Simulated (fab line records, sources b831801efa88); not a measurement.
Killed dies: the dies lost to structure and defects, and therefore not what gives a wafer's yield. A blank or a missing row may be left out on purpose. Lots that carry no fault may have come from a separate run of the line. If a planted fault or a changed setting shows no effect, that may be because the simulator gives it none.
Which tool was responsible? | flow gf180mcu | 14 lots with 42 wafers sampled at 5 steps, on a route of 602 steps

WHAT EACH GAUGE READ, for each wafer
GF_SALICIDE_RS_MEAS_04: measurement is done with a four-point probe.
lot  | measured     | on            | SALICIDE_TIN_RS (ohm/sq)
L398 | day 16 08:29 | film metro-04 | 16.09 16.50 16.58
L399 | day 16 16:43 | film metro-02 | 16.43 16.49 15.95
L400 | day 17 04:49 | film metro-02 | 15.89 16.10 15.90
L401 | day 17 10:17 | film metro-01 | 16.80 16.46 16.61
L402 | day 18 02:14 | film metro-02 | 16.45 16.65 16.92
L403 | day 18 12:25 | film metro-02 | 16.07 16.36 15.93
L405 | day 19 08:34 | film metro-04 | 15.98 16.40 16.73
L407 | day 20 06:54 | film metro-04 | 16.61 16.78 16.19
L410 | day 21 04:49 | film metro-04 | 16.67 16.40 16.77
L411 | day 21 08:50 | film metro-01 | 9.15 16.15 9.14
L413 | day 22 10:45 | film metro-02 | 16.18 9.11 16.01
L414 | day 22 11:57 | film metro-01 | 16.67 16.45 16.78
L416 | day 23 02:59 | film metro-04 | 16.14 15.99 15.98
L417 | day 23 11:52 | film metro-02 | 16.03 16.31 16.13

GF_CONTACT_BOW_MEAS_05.
lot  | measured     | on            | CONTACT_BOW (um)
L398 | day 16 09:35 | film metro-02 | 71 63 67
L399 | day 16 17:49 | film metro-04 | 60 65 65
L400 | day 17 05:50 | film metro-04 | 56 64 62
L401 | day 17 11:17 | film metro-02 | 58 60 74
L402 | day 18 03:23 | film metro-04 | 57 61 53
L403 | day 18 13:31 | film metro-04 | 66 66 49
L405 | day 19 09:34 | film metro-04 | 69 54 56
L407 | day 20 07:55 | film metro-03 | 70 61 70
L410 | day 21 05:49 | film metro-02 | 66 55 62
L411 | day 21 09:52 | film metro-02 | 67 73 73
L413 | day 22 11:45 | film metro-04 | 71 63 61
L414 | day 22 12:57 | film metro-02 | 77 58 72
L416 | day 23 03:59 | film metro-03 | 67 73 56
L417 | day 23 12:52 | film metro-04 | 64 68 67

GF_V1_THK_MEAS_01.
lot  | measured     | on            | V1_CVD_00_THK (nm)
L398 | day 18 10:07 | film metro-03 | 594 609 600
L399 | day 18 20:40 | film metro-01 | 603 596 608
L400 | day 19 08:11 | film metro-02 | 584 592 603
L401 | day 19 13:44 | film metro-03 | 601 601 596
L402 | day 20 05:14 | film metro-01 | 596 593 598
L403 | day 20 16:09 | film metro-01 | 604 604 593
L405 | day 21 12:46 | film metro-01 | 593 595 605
L407 | day 22 10:05 | film metro-01 | 609 600 608
L410 | day 23 05:39 | film metro-03 | 596 592 602
L411 | day 23 10:31 | film metro-01 | 597 598 596
L413 | day 24 11:04 | film metro-02 | 604 606 596
L414 | day 24 12:29 | film metro-03 | 601 593 596
L416 | day 25 03:14 | film metro-02 | 599 591 593
L417 | day 25 10:43 | film metro-01 | 599 602 588

EACH LOT AND THE TOOL THAT RAN IT (in order: tool; ch and the chambers of the sampled wafers; start)
lot  | GF_SALICIDE_SPUTTER_02       | GF_SALICIDE_RTA_06
L398 | pvd sputter-03, day 16 08:26 | rtp anneal-01 ch 0, day 16 08:40
L399 | pvd sputter-03, day 16 16:40 | rtp anneal-01 ch 0, day 16 16:54
L400 | pvd sputter-04, day 17 04:45 | rtp anneal-02 ch 0, day 17 05:00
L401 | pvd sputter-04, day 17 10:10 | rtp anneal-01 ch 0, day 17 10:27
L402 | pvd sputter-04, day 18 02:08 | rtp anneal-01 ch 0, day 18 02:25
L403 | pvd sputter-04, day 18 12:22 | rtp anneal-01 ch 0, day 18 12:35
L405 | pvd sputter-03, day 19 08:31 | rtp anneal-01 ch 0, day 19 08:45
L407 | pvd sputter-03, day 20 06:51 | rtp anneal-01 ch 0, day 20 07:05
L410 | pvd sputter-03, day 21 04:45 | rtp anneal-01 ch 0, day 21 04:59
L411 | pvd sputter-04, day 21 08:45 | rtp anneal-02 ch 0, day 21 09:01
L413 | pvd sputter-04, day 22 10:41 | rtp anneal-01 ch 0, day 22 10:56
L414 | pvd sputter-03, day 22 11:53 | rtp anneal-02 ch 0, day 22 12:08
L416 | pvd sputter-01, day 23 02:53 | rtp anneal-01 ch 0, day 23 03:10
L417 | pvd sputter-03, day 23 11:49 | rtp anneal-01 ch 0, day 23 12:03
- GF_SALICIDE_SPUTTER_02: material Co, target thk 10 nm, time 20 s.
- GF_SALICIDE_RTA_06: time 30 s.

WHAT THE TOOLS THEMSELVES READ (means of the sampled wafers that have a number; where no wafer has one, the mark that the record gives instead)
GF_SALICIDE_SPUTTER_02.
lot  | tool           | throttle valve pct (%)
L398 | pvd sputter-03 | 30.3
L399 | pvd sputter-03 | 30.8
L400 | pvd sputter-04 | 30.7
L401 | pvd sputter-04 | 30.4
L402 | pvd sputter-04 | 30.4
L403 | pvd sputter-04 | 30.6
L405 | pvd sputter-03 | 31.2
L407 | pvd sputter-03 | 29.8
L410 | pvd sputter-03 | 30.8
L411 | pvd sputter-04 | 30.6
L413 | pvd sputter-04 | 30.4
L414 | pvd sputter-03 | 30.4
L416 | pvd sputter-01 | 29.4
L417 | pvd sputter-03 | 30.3

GF_SALICIDE_RTA_06.
lot  | tool          | anneal temp c max | lamp power pct (%) | wafer_temp_C_max
L398 | rtp anneal-01 | 533.0             | 7.04               | 534.6
L399 | rtp anneal-01 | 532.7             | 7.04               | 534.5
L400 | rtp anneal-02 | 532.9             | 6.84               | 532.3
L401 | rtp anneal-01 | 532.7             | 7.04               | 533.8
L402 | rtp anneal-01 | 533.4             | 7.05               | 533.6
L403 | rtp anneal-01 | 533.3             | 7.04               | 533.8
L405 | rtp anneal-01 | 532.4             | 7.05               | 533.6
L407 | rtp anneal-01 | 532.8             | 7.04               | 532.8
L410 | rtp anneal-01 | 532.7             | 7.05               | 533.8
L411 | rtp anneal-02 | 532.9             | 6.83               | 532.0
L413 | rtp anneal-01 | 532.9             | 7.05               | 533.4
L414 | rtp anneal-02 | 532.8             | 6.84               | 532.0
L416 | rtp anneal-01 | 533.0             | 7.04               | 534.6
L417 | rtp anneal-01 | 532.6             | 7.05               | 534.5

THE ANSWER, worked out from the rows above alone
Rule: the usual values come from the lots themselves. The widest of any qualifying gaps counts: lots, ordered by their means at a reading, are off when they make up no more than a third of the lots, leave a main group of 4 or more, and stand apart from it by 3 or more times the standard deviation of that group's means. If all means in a main group match to the digits the tables above print for the reading, that group is not used. A lot without any number at a reading at which 4 lots or more have one is off too. Where the step has rows for the other lots, those lots are counted as sound. The gauges are gone through in route order, then the tools' own readings, and for those a lot's mean is taken as printed above. The first step at which some lot is off is used, and at that step the reading that is off furthest; a lot without a number counts as furthest.
Off: L411, L413, seen at GF_SALICIDE_RS_MEAS_04 (SALICIDE_TIN_RS). Main group: mean 16.37 ohm/sq, sd 0.24.
If a tool, at a process step before that reading, ran all the lots that are off and no sound lot after the first of them, it fits. Gauges at GF_SALICIDE_RS_MEAS_04: tried the same way as those tools. One candidate fits, namely pvd sputter-04 at GF_SALICIDE_SPUTTER_02. Its last sound lot is L403 (day 18 12:22), its first lot that is off L411 (day 21 08:45): a fault that began between those two fits.

WHAT THE SIMULATOR HAD INSERTED
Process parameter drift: pvd sputter-04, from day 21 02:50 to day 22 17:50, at GF_SALICIDE_SPUTTER_02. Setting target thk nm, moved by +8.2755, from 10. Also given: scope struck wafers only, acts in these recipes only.
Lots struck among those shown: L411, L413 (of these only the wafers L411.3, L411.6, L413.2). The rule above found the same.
